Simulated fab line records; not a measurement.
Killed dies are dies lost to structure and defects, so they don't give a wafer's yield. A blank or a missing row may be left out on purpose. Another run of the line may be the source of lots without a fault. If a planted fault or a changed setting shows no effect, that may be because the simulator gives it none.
Split-lot experiment | flow sky130 | 5 lots, 23 wafers read, on a route of 708 steps

## THE SPLIT ITSELF
At SKY_VT_ADJUST_HVTP_STRIP_10 (strips in O2/N2), the setting pressureMtorr was moved away from the recipe's 1500 mTorr on 15 of the 23 wafers read, by -13.7% to -6.7%. For the rest of the wafers, this setting stayed at what the recipe calls for.

The split's own step is where the reading is taken.

## THE READING
oesProductAu, in a.u., at SKY_VT_ADJUST_HVTP_STRIP_10 (strips in O2/N2). Typical for fault-free wafers on this fab line: 0.716 a.u., with standard deviation 0.0042 a.u.

wafer  | tool, chamber at the split | pressureMtorr as run, mTorr | against the recipe | oesProductAu, a.u. | against lot-mates on the recipe
L074.1 | plasmaAsher-01, 1          | 1399                        | -6.7%              | 0.715              | no lot-mate on the recipe
L074.3 | plasmaAsher-01, 1          | 1399                        | -6.7%              | 0.702              | no lot-mate on the recipe
L074.4 | plasmaAsher-01, 0          | 1399                        | -6.7%              | 0.702              | no lot-mate on the recipe
L074.5 | plasmaAsher-01, 0          | 1399                        | -6.7%              | 0.708              | no lot-mate on the recipe
L074.6 | plasmaAsher-01, 1          | 1399                        | -6.7%              | 0.708              | no lot-mate on the recipe
L080.1 | plasmaAsher-04, 0          | 1500                        | recipe             | 0.715              | -
L080.2 | plasmaAsher-04, 1          | 1500                        | recipe             | 0.715              | -
L080.3 | plasmaAsher-04, 1          | 1500                        | recipe             | 0.719              | -
L080.4 | plasmaAsher-04, 0          | 1500                        | recipe             | 0.717              | -
L080.5 | plasmaAsher-04, 0          | 1500                        | recipe             | 0.709              | -
L081.1 | plasmaAsher-01, 0          | 1500                        | recipe             | 0.708              | -
L081.3 | plasmaAsher-01, 0          | 1500                        | recipe             | 0.715              | -
L081.6 | plasmaAsher-01, 0          | 1500                        | recipe             | 0.722              | -
L083.1 | plasmaAsher-04, 0          | 1294                        | -13.7%             | 0.692              | no lot-mate on the recipe
L083.2 | plasmaAsher-04, 1          | 1294                        | -13.7%             | 0.698              | no lot-mate on the recipe
L083.3 | plasmaAsher-04, 0          | 1294                        | -13.7%             | 0.681              | no lot-mate on the recipe
L083.4 | plasmaAsher-04, 1          | 1294                        | -13.7%             | 0.694              | no lot-mate on the recipe
L083.6 | plasmaAsher-04, 1          | 1294                        | -13.7%             | 0.693              | no lot-mate on the recipe
L085.1 | plasmaAsher-04, 0          | 1332                        | -11.2%             | 0.703              | no lot-mate on the recipe
L085.2 | plasmaAsher-04, 1          | 1332                        | -11.2%             | 0.699              | no lot-mate on the recipe
L085.3 | plasmaAsher-04, 1          | 1332                        | -11.2%             | 0.694              | no lot-mate on the recipe
L085.4 | plasmaAsher-04, 0          | 1332                        | -11.2%             | 0.707              | no lot-mate on the recipe
L085.5 | plasmaAsher-04, 1          | 1332                        | -11.2%             | 0.702              | no lot-mate on the recipe

FIT RESULTS
A straight line over all 23 wafers: oesProductAu changes by +0.00155 a.u. for each +1% of pressureMtorr; r = +0.86; the points scatter about the line by 0.0054 a.u.
Too few moved wafers with a lot-mate on the recipe to fit a line net of each lot's own level.
Tool readings at the split's step, against how far the setting was moved: oesProductAu r = +0.86; stripTimeToEndpointS r = -0.79.

## THE FILE'S OWN FIT
oesProductAu changes by +0.00155 a.u. for each +1% of pressureMtorr, r = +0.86.
